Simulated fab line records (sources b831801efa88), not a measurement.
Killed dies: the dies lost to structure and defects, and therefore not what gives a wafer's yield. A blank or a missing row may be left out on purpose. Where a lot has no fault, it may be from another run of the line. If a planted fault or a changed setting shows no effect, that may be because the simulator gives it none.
Chamber matching :: flow gf180mcu :: 4 sister chambers for GF_V5_CMP_04 on cmp-01
The step polishes SiO2. 4 wafers are shown with their chamber, then 12 later ones without.

WAFERS, EACH WITH ITS CHAMBER
wafer: L082.6
chamber: 0
motorCurrentA (A): 11.2

wafer: L087.4
chamber: 3
motorCurrentA (A): 11.6

wafer: L089.3
chamber: 1
motorCurrentA (A): 11.1

wafer: L089.5
chamber: 2
motorCurrentA (A): 12.8

WAFERS WITHOUT THEIR CHAMBER
wafer: L090.1
motorCurrentA (A): 11.0

wafer: L090.2
motorCurrentA (A): 13.3

wafer: L090.3
motorCurrentA (A): 12.0

wafer: L091.1
motorCurrentA (A): 11.2

wafer: L091.5
motorCurrentA (A): 11.4

wafer: L091.6
motorCurrentA (A): 12.8

wafer: L094.1
motorCurrentA (A): 13.1

wafer: L094.4
motorCurrentA (A): 11.6

wafer: L094.6
motorCurrentA (A): 11.5

wafer: L097.3
motorCurrentA (A): 13.4

wafer: L097.4
motorCurrentA (A): 12.0

wafer: L097.5
motorCurrentA (A): 13.3

THE CHAMBER EACH PASSED THROUGH
wafer: L090.1
from the rows above: can't be placed: 1 or 0 or 3
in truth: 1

wafer: L090.2
from the rows above: 2
in truth: 2

wafer: L090.3
from the rows above: can't be placed: 3 or 0 or 2 or 1
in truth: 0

wafer: L091.1
from the rows above: can't be placed: 0 or 1 or 3
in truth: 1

wafer: L091.5
from the rows above: can't be placed: 3 or 0 or 1
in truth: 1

wafer: L091.6
from the rows above: 2
in truth: 2

wafer: L094.1
from the rows above: 2
in truth: 2

wafer: L094.4
from the rows above: can't be placed: 3 or 0 or 1
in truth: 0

wafer: L094.6
from the rows above: can't be placed: 3 or 0 or 1
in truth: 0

wafer: L097.3
from the rows above: 2
in truth: 2

wafer: L097.4
from the rows above: can't be placed: 3 or 0 or 2 or 1
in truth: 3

wafer: L097.5
from the rows above: 2
in truth: 2
Correctly placed: 5 of 12. These rows do not allow placing 7 (true chamber among the candidates in 7). 0 placed wrongly.
How it was worked out, from the rows above alone: a wafer's distance from a chamber is the root of the sum, over the readings, of the square of ((its reading less the chamber's mean) divided by the reading's scatter). The wafer belongs to the nearest chamber; if the next one is less than 2 further off, it can't be placed. The mean given for a chamber averages the wafers shown for that chamber. The scatter: with one shown wafer a chamber, the root of the mean of the squares of how far each hidden wafer lies from its nearest shown one.
